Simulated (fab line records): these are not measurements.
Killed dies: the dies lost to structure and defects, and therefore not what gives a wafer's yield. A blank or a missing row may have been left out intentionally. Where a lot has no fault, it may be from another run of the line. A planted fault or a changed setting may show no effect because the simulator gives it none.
The same fault as seen by 2 desks / flow gf180mcu / every desk sees just its own numbers, and what lay behind them comes last

## THE TOOL OWNER'S DESK: pecvd-01
The tool's own readings at GF_V4_CVD_02 (deposits SiO2 from TEOS, target thk 850 nm, time 94.851 s): means of the sampled wafers that have a number, for each lot that ran on this tool. A lot is out of limits, marked OUT, if its mean lies more than 4 standard deviations from the usual mean; the brackets give that distance.
Columns: A = heater-power-w at GF_V4_CVD_02, usual 634 W
lot=L312; first seen here=day 24 18:55; A=680
lot=L313; first seen here=day 25 01:34; A=580
lot=L314; first seen here=day 25 13:07; A=578
lot=L320; first seen here=day 27 15:06; A=614
lot=L322; first seen here=day 28 03:58; A=655
lot=L324; first seen here=day 29 01:26; A=695
Result from this desk: across the 6 lots, nothing is out of limits.

## METROLOGY DESK
Lot by lot, what the gauges showed, no matter which tool ran the lot: averages of those sampled wafers that carry a number. A lot is out of limits, marked OUT, if its mean lies more than 4 standard deviations from the usual mean; the brackets give that distance.
Columns: A = V4_CVD_02_THK at GF_V4_THK_MEAS_03, usual 853 nm
lot=L309; first seen here=day 23 12:34; A=847
lot=L312; first seen here=day 24 19:00; A=870
lot=L313; first seen here=day 25 01:38; A=853
lot=L314; first seen here=day 25 13:11; A=846
lot=L320; first seen here=day 27 15:10; A=846
lot=L322; first seen here=day 28 04:03; A=1231 (+34) OUT
lot=L324; first seen here=day 29 01:31; A=1233 (+35) OUT
lot=L326; first seen here=day 29 08:18; A=867
lot=L325; first seen here=day 29 11:16; A=866
lot=L329; first seen here=day 30 01:39; A=855
lot=L331; first seen here=day 30 13:46; A=851
This desk reports L322, L324 out of limits; the earliest was L322 at day 28 04:03 (V4_CVD_02_THK at GF_V4_THK_MEAS_03). In limits: L309, L312, L313, L314, L320, L326, L325, L329, L331.

## ALL TOGETHER
The metrology desk could have raised an alarm at day 28 04:03, on L322, L324.
The tool owner's desk saw nothing out of limits.
On record at the tool owner's desk: L322, L324, within its limits.
All the named lots went through GF_V4_CVD_02 on pecvd-01.

## WHAT WAS PUT IN BY THE SIMULATOR
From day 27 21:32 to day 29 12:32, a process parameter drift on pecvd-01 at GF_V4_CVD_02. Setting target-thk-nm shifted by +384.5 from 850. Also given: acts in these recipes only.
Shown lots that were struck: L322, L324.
Hours from the fault's start to each desk's first reading out of limits: the metrology desk, 7.
